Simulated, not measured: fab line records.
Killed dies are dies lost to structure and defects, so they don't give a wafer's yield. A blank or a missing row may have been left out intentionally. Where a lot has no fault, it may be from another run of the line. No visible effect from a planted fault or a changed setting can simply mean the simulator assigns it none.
The tool behind it: which one? :: flow sky130 :: Sampling: 12 lots, 36 wafers, 5 of 708 route steps

WHAT THE GAUGES SHOWED, per wafer
SKY_DNWELL_TW_MEAS_09. Usual: DNWELL_TW typically reads 1107, with standard deviation 16.
lot: L769
measured: day 3 09:10
on: film metro-04
DNWELL_TW: 1080 1084 1079
flag: 

lot: L770
measured: day 3 18:07
on: film metro-03
DNWELL_TW: 1127 1121 1120
flag: 

lot: L772
measured: day 4 04:46
on: film metro-04
DNWELL_TW: 1082 1085 1086
flag: 

lot: L773
measured: day 4 08:55
on: film metro-03
DNWELL_TW: 1131 1126 1125
flag: 

lot: L774
measured: day 4 14:14
on: film metro-03
DNWELL_TW: 1120 1124 1121
flag: 

lot: L775
measured: day 4 20:52
on: film metro-02
DNWELL_TW: 1109 1101 1103
flag: 

lot: L776
measured: day 5 01:28
on: film metro-03
DNWELL_TW: 1117 1115 1124
flag: 

lot: L778
measured: day 5 09:50
on: film metro-03
DNWELL_TW: 1119 1116 1120
flag: 

lot: L781
measured: day 6 01:19
on: film metro-04
DNWELL_TW: 1093 1095 1096
flag: 

lot: L783
measured: day 6 13:40
on: film metro-04
DNWELL_TW: 1100 1098 1096
flag: 

lot: L790
measured: day 8 03:34
on: film metro-03
DNWELL_TW: 1119 1113 1122
flag: 

lot: L791
measured: day 8 11:04
on: film metro-02
DNWELL_TW: 1114 1121 1120
flag: 

SKY_NWELL_RS_MEAS_29: measurement is done with a four-point probe. Usual: NWELL_RS typically reads 624.5 ohm/sq, with standard deviation 1.8.
lot: L769
measured: day 5 13:08
on: film metro-04
NWELL_RS (ohm/sq): 622.5 623.4 623.5
flag: 

lot: L770
measured: day 5 22:01
on: film metro-02
NWELL_RS (ohm/sq): 623.1 624.6 623.8
flag: 

lot: L772
measured: day 6 08:59
on: film metro-04
NWELL_RS (ohm/sq): 626.5 625.6 625.0
flag: 

lot: L773
measured: day 6 14:54
on: film metro-03
NWELL_RS (ohm/sq): 623.4 624.4 624.6
flag: 

lot: L774
measured: day 6 21:32
on: film metro-04
NWELL_RS (ohm/sq): 628.5 628.2 626.7
flag: 

lot: L775
measured: day 7 03:26
on: film metro-04
NWELL_RS (ohm/sq): 625.6 625.3 623.8
flag: 

lot: L776
measured: day 7 09:44
on: film metro-03
NWELL_RS (ohm/sq): 622.7 625.7 625.3
flag: 

lot: L778
measured: day 7 19:32
on: film metro-02
NWELL_RS (ohm/sq): 619.5 619.3 619.5
flag: 

lot: L781
measured: day 8 13:38
on: film metro-04
NWELL_RS (ohm/sq): 625.4 623.3 627.1
flag: 

lot: L783
measured: day 9 02:35
on: film metro-02
NWELL_RS (ohm/sq): 623.7 624.1 624.9
flag: 

lot: L790
measured: day 10 21:59
on: film metro-02
NWELL_RS (ohm/sq): 621.3 622.7 622.4
flag: 

lot: L791
measured: day 11 05:29
on: film metro-03
NWELL_RS (ohm/sq): 627.0 624.9 624.8
flag: 

SKY_VT_ADJUST_HVTP_TW_MEAS_11. Usual: VT_ADJUST_HVTP_TW typically reads 1350, with standard deviation 25.
lot: L769
measured: day 6 06:29
on: film metro-04
VT_ADJUST_HVTP_TW: 1340 1334 1351
flag: 

lot: L770
measured: day 6 17:32
on: film metro-02
VT_ADJUST_HVTP_TW: 1353 1352 1359
flag: 

lot: L772
measured: day 7 05:04
on: film metro-04
VT_ADJUST_HVTP_TW: 1341 1342 1346
flag: 

lot: L773
measured: day 7 10:33
on: film metro-04
VT_ADJUST_HVTP_TW: 1334 1336 1337
flag: 

lot: L774
measured: day 7 17:58
on: film metro-01
VT_ADJUST_HVTP_TW: 1390 1381 1385
flag: 

lot: L775
measured: day 8 00:02
on: film metro-04
VT_ADJUST_HVTP_TW: 1328 1335 1336
flag: 

lot: L776
measured: day 8 06:38
on: film metro-04
VT_ADJUST_HVTP_TW: 1341 1334 1338
flag: 

lot: L778
measured: day 8 16:14
on: film metro-01
VT_ADJUST_HVTP_TW: 1396 1402 1389
flag: 

lot: L781
measured: day 9 11:20
on: film metro-01
VT_ADJUST_HVTP_TW: 1166 1170 1171
flag: OFF

lot: L783
measured: day 10 01:19
on: film metro-01
VT_ADJUST_HVTP_TW: 1171 1170 1174
flag: OFF

lot: L790
measured: day 11 22:05
on: film metro-04
VT_ADJUST_HVTP_TW: 1326 1328 1337
flag: 

lot: L791
measured: day 12 06:20
on: film metro-04
VT_ADJUST_HVTP_TW: 1339 1337 1340
flag: 

WHAT TOOL EACH LOT RAN ON (gives the tool, then ch and the chambers of the sampled wafers, and finally the start)
lot: L769
SKY_FIELD_ISO_CMP_27: cmp-01 ch 0,2, day 2 14:31
SKY_VT_ADJUST_HVTP_IMPLANT_09: implanter-02 ch 0, day 6 06:14

lot: L770
SKY_FIELD_ISO_CMP_27: cmp-01 ch 1,3, day 2 21:41
SKY_VT_ADJUST_HVTP_IMPLANT_09: implanter-01 ch 0, day 6 17:17

lot: L772
SKY_FIELD_ISO_CMP_27: cmp-01 ch 0,1,2, day 3 08:03
SKY_VT_ADJUST_HVTP_IMPLANT_09: implanter-01 ch 0, day 7 04:50

lot: L773
SKY_FIELD_ISO_CMP_27: cmp-01 ch 0,1,2, day 3 13:57
SKY_VT_ADJUST_HVTP_IMPLANT_09: implanter-02 ch 0, day 7 10:19

lot: L774
SKY_FIELD_ISO_CMP_27: cmp-01 ch 0,1,2, day 3 17:52
SKY_VT_ADJUST_HVTP_IMPLANT_09: implanter-02 ch 0, day 7 17:43

lot: L775
SKY_FIELD_ISO_CMP_27: cmp-02 ch 0,3, day 4 00:07
SKY_VT_ADJUST_HVTP_IMPLANT_09: implanter-02 ch 0, day 7 23:49

lot: L776
SKY_FIELD_ISO_CMP_27: cmp-02 ch 0,2,3, day 4 06:05
SKY_VT_ADJUST_HVTP_IMPLANT_09: implanter-03 ch 0, day 8 06:23

lot: L778
SKY_FIELD_ISO_CMP_27: cmp-02 ch 0,1, day 4 12:46
SKY_VT_ADJUST_HVTP_IMPLANT_09: implanter-01 ch 0, day 8 15:59

lot: L781
SKY_FIELD_ISO_CMP_27: cmp-02 ch 1,2,3, day 5 05:19
SKY_VT_ADJUST_HVTP_IMPLANT_09: implanter-01 ch 0, day 9 11:05

lot: L783
SKY_FIELD_ISO_CMP_27: cmp-01 ch 2,3, day 5 15:24
SKY_VT_ADJUST_HVTP_IMPLANT_09: implanter-01 ch 0, day 10 01:05

lot: L790
SKY_FIELD_ISO_CMP_27: cmp-01 ch 1,2, day 7 05:11
SKY_VT_ADJUST_HVTP_IMPLANT_09: implanter-02 ch 0, day 11 21:50

lot: L791
SKY_FIELD_ISO_CMP_27: cmp-01 ch 0,1,3, day 7 10:44
SKY_VT_ADJUST_HVTP_IMPLANT_09: implanter-03 ch 0, day 12 06:05
- SKY_FIELD_ISO_CMP_27: polishes, stops on Si3N4, t overpolish 16 s, target thk 457.8 nm.
- SKY_VT_ADJUST_HVTP_IMPLANT_09

WHAT THE TOOLS THEMSELVES READ (means of the sampled wafers that have a number; where no wafer has one, the mark that the record gives instead)
SKY_FIELD_ISO_CMP_27. Usual: head pressure psi 3.999 psi, standard deviation 0.0085; motor current A 11.5 A, standard deviation 0.88; overpolish run s 15.999 s, standard deviation 0.0088; time to endpoint s 114 s, standard deviation 3.9.
lot: L769
tool: cmp-01
head pressure psi (psi): 4.009
motor current A (A): 12.3
overpolish run s (s): 15.997
time to endpoint s (s): 117
flag: 

lot: L770
tool: cmp-01
head pressure psi (psi): 3.999
motor current A (A): 11.6
overpolish run s (s): 15.996
time to endpoint s (s): 108
flag: 

lot: L772
tool: cmp-01
head pressure psi (psi): 4.007
motor current A (A): 12.1
overpolish run s (s): 16.003
time to endpoint s (s): 112
flag: 

lot: L773
tool: cmp-01
head pressure psi (psi): 4.002
motor current A (A): 11.9
overpolish run s (s): 16.001
time to endpoint s (s): 113
flag: 

lot: L774
tool: cmp-01
head pressure psi (psi): 4.001
motor current A (A): 12.0
overpolish run s (s): 16.005
time to endpoint s (s): 117
flag: 

lot: L775
tool: cmp-02
head pressure psi (psi): 4.000
motor current A (A): 11.5
overpolish run s (s): 16.007
time to endpoint s (s): 122
flag: 

lot: L776
tool: cmp-02
head pressure psi (psi): 4.001
motor current A (A): 10.8
overpolish run s (s): 16.003
time to endpoint s (s): 119
flag: 

lot: L778
tool: cmp-02
head pressure psi (psi): 4.007
motor current A (A): 11.8
overpolish run s (s): 16.007
time to endpoint s (s): 115
flag: 

lot: L781
tool: cmp-02
head pressure psi (psi): 3.991
motor current A (A): 10.8
overpolish run s (s): 15.995
time to endpoint s (s): 113
flag: 

lot: L783
tool: cmp-01
head pressure psi (psi): 3.999
motor current A (A): 12.5
overpolish run s (s): 15.995
time to endpoint s (s): 110
flag: 

lot: L790
tool: cmp-01
head pressure psi (psi): 3.992
motor current A (A): 11.6
overpolish run s (s): 15.999
time to endpoint s (s): 117
flag: 

lot: L791
tool: cmp-01
head pressure psi (psi): 4.007
motor current A (A): 11.7
overpolish run s (s): 15.998
time to endpoint s (s): 113
flag: 

SKY_VT_ADJUST_HVTP_IMPLANT_09. Usual: dose ions cm2 4.3e+12, standard deviation 4.8e+09; faraday current uA 24.2, standard deviation 0.49.
lot: L769
tool: implanter-02
dose ions cm2: 4.3e+12
faraday current uA: 24.7
flag: 

lot: L770
tool: implanter-01
dose ions cm2: 4.3e+12
faraday current uA: 24.4
flag: 

lot: L772
tool: implanter-01
dose ions cm2: 4.3e+12
faraday current uA: 24.0
flag: 

lot: L773
tool: implanter-02
dose ions cm2: 4.3e+12
faraday current uA: 23.9
flag: 

lot: L774
tool: implanter-02
dose ions cm2: 4.3e+12
faraday current uA: 24.0
flag: 

lot: L775
tool: implanter-02
dose ions cm2: 4.3e+12
faraday current uA: 24.1
flag: 

lot: L776
tool: implanter-03
dose ions cm2: 4.3e+12
faraday current uA: 24.4
flag: 

lot: L778
tool: implanter-01
dose ions cm2: 4.3e+12
faraday current uA: 24.3
flag: 

lot: L781
tool: implanter-01
dose ions cm2: 2.5e+12
faraday current uA: 14.3
flag: OFF

lot: L783
tool: implanter-01
dose ions cm2: 2.5e+12
faraday current uA: 14.3
flag: OFF

lot: L790
tool: implanter-02
dose ions cm2: 4.3e+12
faraday current uA: 24.6
flag: 

lot: L791
tool: implanter-03
dose ions cm2: 4.3e+12
faraday current uA: 23.9
flag: 

THE ANSWER, worked out from the rows above alone
Rule: lot off if the mean of its wafers having a number is beyond 3 standard deviations from the usual mean. A lot without any number at a reading at which 4 lots or more have one is off too. Where the step has rows for the other lots, those lots are counted as sound. First the gauges in route order, then the tools' own readings, where a lot's mean is used as printed above. At the first step where some lot is off, the reading lying furthest off is the one used; lots without a number count as furthest.
Off: L781, L783, seen at SKY_VT_ADJUST_HVTP_TW_MEAS_11 (VT_ADJUST_HVTP_TW).
If a tool, at a process step before that reading, ran all the lots that are off and no sound lot after the first of them, it fits. Not tried: the gauges at SKY_VT_ADJUST_HVTP_TW_MEAS_11; whatever is off there is also off at SKY_VT_ADJUST_HVTP_IMPLANT_09, on other tools, and gauge error can't account for it. One candidate fits, namely implanter-01 at SKY_VT_ADJUST_HVTP_IMPLANT_09. Its last sound lot is L778 (day 8 15:59), its first lot that is off L781 (day 9 11:05): a fault that began between those two fits.
The tool's own readings at SKY_VT_ADJUST_HVTP_IMPLANT_09 bear it out: on the lots that are off they differ by more than 5 times the standard deviation of the sound lots' means. dose ions cm2 reads 2.5e+12 there against 4.3e+12 on the sound lots; faraday current uA reads 14.3 there against 24.2 on the sound lots.

WHAT WAS PUT IN BY THE SIMULATOR
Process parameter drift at SKY_VT_ADJUST_HVTP_IMPLANT_09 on implanter-01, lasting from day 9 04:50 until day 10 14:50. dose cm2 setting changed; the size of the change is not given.
Struck lots among those shown: L781, L783. The rule given above showed the same thing.
